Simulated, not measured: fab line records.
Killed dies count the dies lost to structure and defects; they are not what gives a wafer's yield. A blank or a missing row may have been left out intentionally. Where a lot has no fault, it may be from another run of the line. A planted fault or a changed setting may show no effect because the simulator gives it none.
Chamber matching | flow gf180mcu | GF_PASSIVATION_CVD_00 on pecvd-02 has 3 sister chambers
The step deposits SiO2 from TEOS, target thk 1000 nm, time 111.95 s. 6 wafers are shown with their chamber, then 9 later ones without.

WAFERS, EACH WITH ITS CHAMBER
wafer  | chamber | heater power w (W)
L089.1 | 1       | 925
L089.2 | 0       | 759
L089.3 | 2       | 802
L089.4 | 0       | 612
L089.5 | 2       | 660
L089.6 | 1       | 732

WAFERS WITH NO CHAMBER GIVEN
wafer  | heater power w (W)
L093.3 | 740
L093.4 | 788
L093.6 | 721
L096.1 | 668
L096.2 | 906
L096.3 | 792
L096.4 | 773
L096.5 | 642
L096.6 | 707

WHICH CHAMBER EACH ONE RAN IN
wafer  | from the rows above          | in truth
L093.3 | can't be placed: 2 or 0 or 1 | 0
L093.4 | can't be placed: 1 or 2 or 0 | 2
L093.6 | can't be placed: 2 or 0 or 1 | 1
L096.1 | can't be placed: 0 or 2 or 1 | 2
L096.2 | can't be placed: 1 or 2 or 0 | 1
L096.3 | can't be placed: 1 or 2 or 0 | 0
L096.4 | can't be placed: 2 or 1 or 0 | 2
L096.5 | can't be placed: 0 or 2 or 1 | 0
L096.6 | can't be placed: 0 or 2 or 1 | 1
0 of 9 placed correctly. Not placeable from these rows: 9 (in 9, the candidates include the true chamber). Placed wrongly: 0.
How it was worked out, from the rows above alone: a wafer's distance from a chamber is the root of the sum, over the readings, of the square of ((its reading less the chamber's mean) divided by the reading's scatter). The wafer belongs to the nearest chamber; if the next one is less than 2 further off, it can't be placed. For every chamber, the mean is computed from those of its wafers that are shown. The scatter is the square root of a quotient: the sum, over the shown wafers, of each reading's squared deviation from its chamber's mean, divided by wafers minus chambers.
